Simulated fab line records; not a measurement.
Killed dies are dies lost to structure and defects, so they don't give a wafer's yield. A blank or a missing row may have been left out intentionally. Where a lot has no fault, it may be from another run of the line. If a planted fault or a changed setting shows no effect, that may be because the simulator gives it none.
fab line records ; flow sky130
record: lots: 11; wafers: 33; last-day: 51
route steps=708 shown POLY_GATE@213 RES_PROTECT@214 RES_XHIGH@341 LI_CONTACT@365 LOCAL_INTERCONNECT@389
lots untouched by any fault: they come from a run of this same line in which no faults occurred
start-h: hours from the record's opening day to when the first of the lot's shown wafers began ; wait-h: hours elapsed since this lot's preceding step ; " identical to the entry in the row above ; L1.1+2: a single row standing in for several wafers ; - value missing, or start not given ; * or withheld: withheld ; < > ~ a bound
route shown NAME@n: a module of which the file shows steps, and the number in the route of the first ; usual: mean/standard deviation of fault-free wafers ; same: alike in all rows ; chamber/n: place in a boat ; sites: each site's reading ; _std_site: the standard deviation of these ; _edge_site: mean of outer sites minus mean of inner sites ; radius-mm: how far each site lies from the wafer's centre ; mask NAME#n: copy n ; behind: the tool/chamber that last shaped the wafer ; hold: what put the lot on hold/how long, in hours/how the hold closed ; device: the transistor (n, p or np) that didn't switch ; end of line: at the end of the route, the tests of the same wafers ; a step given without rows: its recipe and nothing more ; killed: at the first sort, the dies lost to defects and structure; wafer yield is something else ; map: the dies of a wafer, with x for killed, . for not killed, _ for no die there
set.NAME: the setting the step ran with; set.NAME@STEP: the setting that earlier step ran with ; model.NAME: the simulator's own value behind a step, which no gauge read
route steps across a sampled set of lots; one table per step, one row per wafer
services: the hour from which a tool's chamber was out of use, counted from the record's first day as start-h (under 0 if before that day), plus the number of hours and why
== steps ==
step: SKY_POLY_GATE_IMPLANT_02
recipe: species: P; energy-kev: 30; dose-cm2: 7.7e+15; tilt-deg: 0
usual: beam-on-s: 35.0/2.2; dose-ions-cm2: 7.701e+15/9.1e+12; end-station-pressure-torr: 1.09e-05/8.1e-07
lot.wafer;tool;chamber;start-h;wait-h;beam-on-s;dose-ions-cm2;end-station-pressure-torr
L975.1;implanter-01;0;335.91;0.1;36.1;7.7e+15;1.02e-05
L975.2;implanter-01;0;335.91;0.1;36.6;7.696e+15;1.03e-05
L975.3;implanter-01;0;335.91;0.1;37.6;7.71e+15;9.8e-06
L976.2;implanter-04;0;363.28;0.1;31.4;7.715e+15;1.14e-05
L976.3;implanter-04;0;363.28;0.1;32.1;7.707e+15;1.21e-05
L976.6;implanter-04;0;363.28;0.1;31.7;7.707e+15;1.24e-05
L981.3;implanter-03;0;385.97;0.1;35.0;7.703e+15;1.1e-05
L981.5;implanter-03;0;385.97;0.1;35.7;7.691e+15;1.08e-05
L981.6;implanter-03;0;385.97;0.1;35.3;7.692e+15;1.08e-05
L982.1;implanter-01;0;400.81;0.1;36.7;7.693e+15;1.05e-05
L982.3;implanter-01;0;400.81;0.1;35.6;7.687e+15;1.09e-05
L982.6;implanter-01;0;400.81;0.1;36.2;7.694e+15;1e-05
L990.2;implanter-01;0;468.08;0.1;37.4;7.707e+15;1.11e-05
L990.3;implanter-01;0;468.08;0.1;36.9;7.708e+15;1.11e-05
L990.5;implanter-01;0;468.08;0.1;35.4;7.708e+15;1.04e-05
L991.1;implanter-04;0;480.56;0.1;14.2;3.291e+15;1.44e-05
L991.3;implanter-04;0;480.56;0.1;13.6;3.29e+15;1.42e-05
L991.4;implanter-04;0;480.56;0.1;13.7;3.307e+15;1.45e-05
L992.3;implanter-04;0;488.56;0.1;13.9;3.308e+15;1.48e-05
L992.5;implanter-04;0;488.56;0.1;13.9;3.292e+15;1.44e-05
L992.6;implanter-04;0;488.56;0.1;13.9;3.291e+15;1.34e-05
L993.3;implanter-04;0;491.42;0.1;13.4;3.309e+15;1.48e-05
L993.4;implanter-04;0;491.42;0.1;13.5;3.289e+15;1.39e-05
L993.6;implanter-04;0;491.42;0.1;14.1;3.291e+15;1.41e-05
L996.1;implanter-01;0;544.27;0.1;36.7;7.696e+15;1.01e-05
L996.3;implanter-01;0;544.27;0.1;37.4;7.692e+15;1.08e-05
L996.6;implanter-01;0;544.27;0.1;37.3;7.702e+15;1.02e-05
L998.1;implanter-03;0;561.56;0.1;35.6;7.688e+15;9.9e-06
L998.2;implanter-03;0;561.56;0.1;35.2;7.695e+15;1.06e-05
L998.4;implanter-03;0;561.56;0.1;36.2;7.697e+15;1.1e-05
L997.1;implanter-04;0;564.20;0.3;31.4;7.698e+15;1.15e-05
L997.3;implanter-04;0;564.20;0.3;31.3;7.712e+15;1.1e-05
L997.4;implanter-04;0;564.20;0.3;32.8;7.701e+15;1.13e-05
step: SKY_RES_PROTECT_STRIP_07
recipe: chemistry: O2/N2; power-w: 1400; pressure-mtorr: 1500; platen-temp-c: withheld; o2-flow-sccm: 3000; n2-flow-sccm: 300; overash-fraction: 0.5
usual: drypump-motor-current-A: 6.0/0.41; n2-flow-sccm: 300.0/0.81; oes-product-au: 0.517/0.0048; strip-time-to-endpoint-s: 23.28/0.05
lot.wafer;tool;chamber;start-h;wait-h;drypump-motor-current-A;n2-flow-sccm;oes-product-au;rf-hours-counter-h;strip-time-to-endpoint-s
L975.1;plasma-asher-04;0;336.06;0.1;6.4;298.7;0.509;61;23.27
L975.2;plasma-asher-04;1;336.06;0.1;6.0;300.2;0.516;61;23.28
L975.3;plasma-asher-04;1;336.06;0.1;6.0;300.7;0.513;-;23.22
L976.2;plasma-asher-03;1;363.41;0.1;5.5;300.0;0.512;56;23.28
L976.3;plasma-asher-03;1;363.41;0.1;5.5;299.5;0.519;-;23.29
L976.6;plasma-asher-03;0;363.41;0.1;6.5;298.2;0.513;-;23.28
L981.3;plasma-asher-04;0;386.10;0.1;6.4;301.4;0.507;-;23.29
L981.5;plasma-asher-04;1;386.10;0.1;5.9;299.9;0.517;-;23.29
L981.6;plasma-asher-04;0;386.10;0.1;6.5;301.2;0.507;-;23.26
L982.1;plasma-asher-04;1;400.96;0.1;5.9;300.0;0.514;68;23.27
L982.3;plasma-asher-04;1;400.96;0.1;5.9;299.8;0.514;-;23.22
L982.6;plasma-asher-04;0;400.96;0.1;6.4;300.1;0.526;-;23.20
L990.2;plasma-asher-01;0;468.21;0.1;5.5;300.8;0.517;77;23.37
L990.3;plasma-asher-01;0;468.21;0.1;5.5;300.1;0.520;-;23.31
L990.5;plasma-asher-01;1;468.21;0.1;5.9;299.9;0.513;-;23.33
L991.1;plasma-asher-03;1;480.71;0.1;5.5;300.6;0.569;67;19.84
L991.3;plasma-asher-03;0;480.71;0.1;6.6;299.5;0.567;-;19.86
L991.4;plasma-asher-03;1;480.71;0.1;5.5;299.8;0.563;-;19.88
L992.3;plasma-asher-03;0;488.69;0.1;6.5;298.7;0.567;-;19.92
L992.5;plasma-asher-03;0;488.69;0.1;6.5;299.1;0.563;-;19.95
L992.6;plasma-asher-03;1;488.69;0.1;5.5;300.8;0.570;-;19.87
L993.3;plasma-asher-03;1;491.55;0.1;5.4;300.3;0.566;-;19.98
L993.4;plasma-asher-03;0;491.55;0.1;6.5;299.8;0.563;-;19.96
L993.6;plasma-asher-03;1;491.55;0.1;5.4;298.5;0.553;-;19.93
L996.1;plasma-asher-01;1;544.42;0.1;5.9;298.7;0.527;84;23.31
L996.3;plasma-asher-01;0;544.42;0.1;5.5;299.9;0.519;-;23.31
L996.6;plasma-asher-01;1;544.42;0.1;5.9;300.8;0.522;-;23.37
L998.1;plasma-asher-01;0;561.71;0.1;5.5;301.2;0.511;85;23.20
L998.2;plasma-asher-01;1;561.71;0.1;5.9;300.0;0.521;85;23.21
L998.4;plasma-asher-01;1;561.71;0.1;5.9;300.5;0.515;-;23.16
L997.1;plasma-asher-01;0;564.35;0.1;5.5;300.7;0.511;86;23.32
L997.3;plasma-asher-01;1;564.35;0.1;5.9;300.4;0.526;-;23.26
L997.4;plasma-asher-01;0;564.35;0.1;5.5;301.1;0.513;-;23.31
step: SKY_RES_PROTECT_TW_MEAS_08
usual: POLY_GATE_TW: 4051/43
lot.wafer;tool;chamber;start-h;wait-h;POLY_GATE_TW
L975.1;film-metro-03;-;336.16;0.1;4044
L975.2;film-metro-03;-;336.16;0.1;4024
L975.3;film-metro-03;-;336.16;0.1;4047
L976.2;film-metro-03;-;363.52;0.1;4041
L976.3;film-metro-03;-;363.52;0.1;4059
L976.6;film-metro-03;-;363.52;0.1;4061
L981.3;film-metro-04;-;386.19;0.1;4024
L981.5;film-metro-04;-;386.19;0.1;4013
L981.6;film-metro-04;-;386.19;0.1;4019
L982.1;film-metro-04;-;401.06;0.1;4023
L982.3;film-metro-04;-;401.06;0.1;4021
L982.6;film-metro-04;-;401.06;0.1;3985
L990.2;film-metro-03;-;468.32;0.1;4051
L990.3;film-metro-03;-;468.32;0.1;4048
L990.5;film-metro-03;-;468.32;0.1;4025
L991.1;film-metro-04;-;480.81;0.1;3744
L991.3;film-metro-04;-;480.81;0.1;3715
L991.4;film-metro-04;-;480.81;0.1;3724
L992.3;film-metro-04;-;488.78;0.1;3718
L992.5;film-metro-04;-;488.78;0.1;3737
L992.6;film-metro-04;-;488.78;0.1;3717
L993.3;film-metro-02;-;491.64;0.1;3832
L993.4;film-metro-02;-;491.64;0.1;3795
L993.6;film-metro-02;-;491.64;0.1;3824
L996.1;film-metro-02;-;544.52;0.1;4121
L996.3;film-metro-02;-;544.52;0.1;4131
L996.6;film-metro-02;-;544.52;0.1;4129
L998.1;film-metro-04;-;561.81;0.1;4010
L998.2;film-metro-04;-;561.81;0.1;4013
L998.4;film-metro-04;-;561.81;0.1;4038
L997.1;film-metro-02;-;564.45;0.1;4150
L997.3;film-metro-02;-;564.45;0.1;4159
L997.4;film-metro-02;-;564.45;0.1;4168
step: SKY_RES_XHIGH_TW_MEAS_09
usual: RES_XHIGH_TW: 1650/13
lot.wafer;tool;chamber;start-h;wait-h;RES_XHIGH_TW
L975.1;film-metro-02;-;611.61;0.1;1659
L975.2;film-metro-02;-;611.61;0.1;1666
L975.3;film-metro-02;-;611.61;0.1;1664
L976.2;film-metro-02;-;647.47;0.1;1668
L976.3;film-metro-02;-;647.47;0.1;1664
L976.6;film-metro-02;-;647.47;0.1;1658
L981.3;film-metro-01;-;662.38;0.1;1656
L981.5;film-metro-01;-;662.38;0.1;1641
L981.6;film-metro-01;-;662.38;0.1;1648
L982.1;film-metro-02;-;677.01;0.1;1685
L982.3;film-metro-02;-;677.01;0.1;1682
L982.6;film-metro-02;-;677.01;0.1;1685
L990.2;film-metro-04;-;737.98;0.1;1633
L990.3;film-metro-04;-;737.98;0.1;1642
L990.5;film-metro-04;-;737.98;0.1;1639
L991.1;film-metro-04;-;747.87;0.1;1640
L991.3;film-metro-04;-;747.87;0.1;1642
L991.4;film-metro-04;-;747.87;0.1;1631
L992.3;film-metro-04;-;753.98;0.1;1646
L992.5;film-metro-04;-;753.98;0.1;1634
L992.6;film-metro-04;-;753.98;0.1;1637
L993.3;film-metro-02;-;757.74;0.1;1660
L993.4;film-metro-02;-;757.74;0.1;1657
L993.6;film-metro-02;-;757.74;0.1;1653
L996.1;film-metro-01;-;804.21;0.1;1647
L996.3;film-metro-01;-;804.21;0.1;1652
L996.6;film-metro-01;-;804.21;0.1;1646
L998.1;film-metro-02;-;821.36;0.1;1657
L998.2;film-metro-02;-;821.36;0.1;1657
L998.4;film-metro-02;-;821.36;0.1;1664
L997.1;film-metro-04;-;824.16;0.1;1643
L997.3;film-metro-04;-;824.16;0.1;1632
L997.4;film-metro-04;-;824.16;0.1;1633
step: SKY_LI_CONTACT_BOW_MEAS_03
recipe: mode: bow
usual: LI_CONTACT_BOW: 56/7.1
lot.wafer;tool;chamber;start-h;wait-h;LI_CONTACT_BOW[um]
L975.1;film-metro-04;-;641.85;0.2;60
L975.2;film-metro-04;-;641.85;0.2;62
L975.3;film-metro-04;-;641.85;0.2;67
L976.2;film-metro-04;-;676.77;0.2;46
L976.3;film-metro-04;-;676.77;0.2;61
L976.6;film-metro-04;-;676.77;0.2;54
L981.3;film-metro-02;-;692.46;0.2;49
L981.5;film-metro-02;-;692.46;0.2;63
L981.6;film-metro-02;-;692.46;0.2;57
L982.1;film-metro-01;-;707.25;0.1;64
L982.3;film-metro-01;-;707.25;0.1;65
L982.6;film-metro-01;-;707.25;0.1;56
L990.2;film-metro-01;-;766.11;0.2;58
L990.3;film-metro-01;-;766.11;0.2;48
L990.5;film-metro-01;-;766.11;0.2;67
L991.1;film-metro-01;-;776.14;0.2;53
L991.3;film-metro-01;-;776.14;0.2;59
L991.4;film-metro-01;-;776.14;0.2;47
L992.3;film-metro-02;-;782.18;0.3;49
L992.5;film-metro-02;-;782.18;0.3;59
L992.6;film-metro-02;-;782.18;0.3;60
L993.3;film-metro-04;-;786.39;0.2;55
L993.4;film-metro-04;-;786.39;0.2;54
L993.6;film-metro-04;-;786.39;0.2;55
L996.1;film-metro-01;-;832.29;0.1;75
L996.3;film-metro-01;-;832.29;0.1;61
L996.6;film-metro-01;-;832.29;0.1;59
L998.1;film-metro-02;-;849.09;0.1;46
L998.2;film-metro-02;-;849.09;0.1;52
L998.4;film-metro-02;-;849.09;0.1;55
L997.1;film-metro-04;-;851.29;0.1;49
L997.3;film-metro-04;-;851.29;0.1;50
L997.4;film-metro-04;-;851.29;0.1;58
step: SKY_LOCAL_INTERCONNECT_THK_MEAS_02
recipe: thk-meas-gauge: xrf; reads: TiN_of_LOCAL_INTERCONNECT_SPUTTER_00
usual: LOCAL_INTERCONNECT_TIN_THK: 100.9/1.1
lot.wafer;tool;chamber;start-h;wait-h;LOCAL_INTERCONNECT_TIN_THK[nm]
L975.1;film-metro-03;-;671.66;0.1;100.5
L975.2;film-metro-03;-;671.66;0.1;101.0
L975.3;film-metro-03;-;671.66;0.1;100.8
L976.2;film-metro-03;-;706.28;0.1;102.3
L976.3;film-metro-03;-;706.28;0.1;102.5
L976.6;film-metro-03;-;706.28;0.1;102.5
L981.3;film-metro-04;-;722.24;0.1;100.0
L981.5;film-metro-04;-;722.24;0.1;100.7
L981.6;film-metro-04;-;722.24;0.1;99.5
L982.1;film-metro-04;-;735.98;0.1;100.1
L982.3;film-metro-04;-;735.98;0.1;101.6
L982.6;film-metro-04;-;735.98;0.1;100.9
L990.2;film-metro-04;-;794.04;0.1;100.6
L990.3;film-metro-04;-;794.04;0.1;101.3
L990.5;film-metro-04;-;794.04;0.1;100.4
L991.1;film-metro-04;-;804.22;0.1;100.2
L991.3;film-metro-04;-;804.22;0.1;100.6
L991.4;film-metro-04;-;804.22;0.1;100.7
L992.3;film-metro-02;-;810.29;0.1;102.1
L992.5;film-metro-02;-;810.29;0.1;101.9
L992.6;film-metro-02;-;810.29;0.1;101.2
L993.3;film-metro-02;-;814.55;0.1;101.2
L993.4;film-metro-02;-;814.55;0.1;100.3
L993.6;film-metro-02;-;814.55;0.1;100.6
L996.1;film-metro-03;-;859.68;0.1;101.5
L996.3;film-metro-03;-;859.68;0.1;102.4
L996.6;film-metro-03;-;859.68;0.1;102.0
L998.1;film-metro-02;-;876.84;0.1;101.5
L998.2;film-metro-02;-;876.84;0.1;101.1
L998.4;film-metro-02;-;876.84;0.1;101.3
L997.1;film-metro-02;-;878.66;0.1;101.1
L997.3;film-metro-02;-;878.66;0.1;100.6
L997.4;film-metro-02;-;878.66;0.1;99.6
== services ==
tool;chamber;start-h;hours;kind
implanter-03;-;314.12;19.8;pm
implanter-01;-;317.97;2.5;repair
implanter-01;-;329.86;2.3;repair
implanter-04;-;359.79;3.1;pm
implanter-04;-;391.84;3.1;repair
plasma-asher-04;-;405.42;1.8;repair
plasma-asher-04;-;421.25;9.0;pm
plasma-asher-04;0;421.25;9.0;vent-cycle
plasma-asher-04;1;421.25;9.0;vent-cycle
plasma-asher-04;0;430.25;-;clean
plasma-asher-04;1;430.25;-;clean
plasma-asher-03;-;443.10;3.8;repair
implanter-04;-;452.59;17.8;pm
plasma-asher-01;-;453.39;2.4;repair
plasma-asher-01;-;470.93;2.8;pm
plasma-asher-03;-;494.85;0.6;repair
implanter-01;-;506.60;1.6;repair
implanter-03;-;512.46;1.0;repair
implanter-01;-;536.94;5.2;pm
implanter-01;-;562.01;5.3;pm
== key ==
first-sign: step: SKY_POLY_GATE_IMPLANT_02; reading: dose-ions-cm2; direction: down; sigmas: 99+; usual: *; struck: *
effect: step: SKY_POLY_GATE_IMPLANT_02; reading: beam-on-s; direction: down; sigmas: 9.7; usual: 35.0; struck: 13.8
effect: step: SKY_RES_PROTECT_STRIP_07; reading: strip-time-to-endpoint-s; direction: down; sigmas: 68; usual: *; struck: *
effect: step: SKY_RES_PROTECT_TW_MEAS_08; reading: POLY_GATE_TW; direction: down; sigmas: 6.9; usual: 4051; struck: 3756
met-at SKY_POLY_GATE_IMPLANT_02
struck-lots L991,L992,L993
tester-left-out L991,L992,L993
not-acting-at SKY_RES_XHIGH_TW_MEAS_09,SKY_LI_CONTACT_BOW_MEAS_03,SKY_LOCAL_INTERCONNECT_THK_MEAS_02
onset-between 363.28 480.56
fault: kind: process-parameter-drift; tool: implanter-04; chamber: -; onset-h: 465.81; steps: SKY_POLY_GATE_IMPLANT_02; channel: dose-cm2; offset: *; shape: step; end-h: 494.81; acts-in: *; stated: *
tester-left-out: of these lots the tester's yield and bins aren't shown, on N5 and GAA mostly nor the transistor test; their killed dies are dies lost to structure and defects alone, not to doping, threshold or leakage, so they don't give the yield
